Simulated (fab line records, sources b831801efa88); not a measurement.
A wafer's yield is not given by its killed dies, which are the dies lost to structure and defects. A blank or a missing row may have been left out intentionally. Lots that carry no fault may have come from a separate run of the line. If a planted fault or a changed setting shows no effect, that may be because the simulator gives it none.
Matching of chambers | flow sky130 | SKY_VIA1_CMP_24 on cmp-01 has 4 sister chambers
The step polishes, stops on SiO2, t overpolish 15 s, target thk 0 nm. 4 wafers are shown with their chamber, then 12 later ones without.

## WAFERS, EACH WITH ITS CHAMBER
wafer  | chamber | time_to_endpoint_s (s)
L088.3 | 3       | 63
L091.1 | 0       | 63
L091.3 | 2       | 65
L091.6 | 1       | 74

## WAFERS WHOSE CHAMBER IS MISSING
wafer  | time_to_endpoint_s (s)
L092.2 | 62
L092.3 | 66
L092.4 | 71
L093.1 | 66
L093.3 | 71
L093.5 | 72
L094.2 | 63
L094.3 | 69
L094.5 | 61
L096.1 | 57
L096.3 | 63
L096.4 | 65

## EACH ONE'S CHAMBER
wafer  | from the rows above               | in truth
L092.2 | can't be placed: 0 or 3 or 2      | 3
L092.3 | can't be placed: 2 or 0 or 3      | 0
L092.4 | can't be placed: 1 or 2 or 0 or 3 | 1
L093.1 | can't be placed: 2 or 0 or 3      | 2
L093.3 | can't be placed: 1 or 2 or 0 or 3 | 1
L093.5 | can't be placed: 1 or 2           | 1
L094.2 | can't be placed: 0 or 3 or 2      | 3
L094.3 | can't be placed: 2 or 1 or 0 or 3 | 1
L094.5 | can't be placed: 0 or 3 or 2      | 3
L096.1 | can't be placed: 0 or 3 or 2      | 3
L096.3 | can't be placed: 0 or 3 or 2      | 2
L096.4 | can't be placed: 2 or 0 or 3      | 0
Placed correctly: 0 of 12. Can't be placed from these rows: 12 (the true chamber is among the candidates in 12). Placed wrongly: 0.
How it was worked out, from the rows above alone: a wafer's distance from a chamber is the root of the sum, over the readings, of the square of ((its reading less the chamber's mean) divided by the reading's scatter). The wafer belongs to the nearest chamber; if the next one is less than 2 further off, it can't be placed. For every chamber, the mean is computed from those of its wafers that are shown. The scatter: root of mean squared gap, hidden wafer to nearest shown wafer, with one shown wafer a chamber.
